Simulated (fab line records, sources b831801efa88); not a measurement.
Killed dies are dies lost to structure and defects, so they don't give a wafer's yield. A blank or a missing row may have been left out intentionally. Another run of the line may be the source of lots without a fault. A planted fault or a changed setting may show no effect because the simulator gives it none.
Matching of chambers    flow sfqLine    cmp-02 running SFQ_TRILAYER_I3_CMP_CMP_082: 4 sister chambers
The step polishes SiO2. 4 wafers are shown with their chamber, then 8 later ones without.

== WAFERS WITH THEIR CHAMBER ==
wafer   chamber  motorCurrentA (A)
L124.4  2        8.3
L132.1  0        9.8
L132.5  1        9.5
L137.4  3        11.3

== WAFERS MISSING THEIR CHAMBER ==
wafer   motorCurrentA (A)
L137.2  9.8
L137.6  8.3
L138.2  9.3
L138.3  9.5
L138.4  8.4
L143.2  8.1
L143.3  11.2
L143.5  9.4

== THE CHAMBER EACH PASSED THROUGH ==
wafer    from the rows above   in truth
L137.2   0                     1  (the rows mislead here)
L137.6   2                     2
L138.2   1                     1
L138.3   1                     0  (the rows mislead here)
L138.4   2                     2
L143.2   2                     2
L143.3   3                     3
L143.5   1                     1
6 of 8 placed correctly. Number that these rows cannot place: 0. Number placed wrongly: 2.
How it was worked out, from the rows above alone: a wafer's distance from a chamber is the root of the sum, over the readings, of the square of ((its reading less the chamber's mean) divided by the reading's scatter). If the next closest chamber is less than 2 further off than the closest, the wafer can't be placed; otherwise it belongs to the closest. Each chamber's mean is taken over the wafers shown for it. The scatter (one wafer shown for each chamber): square how far every hidden wafer sits from the nearest shown wafer, average those squares and take the square root.
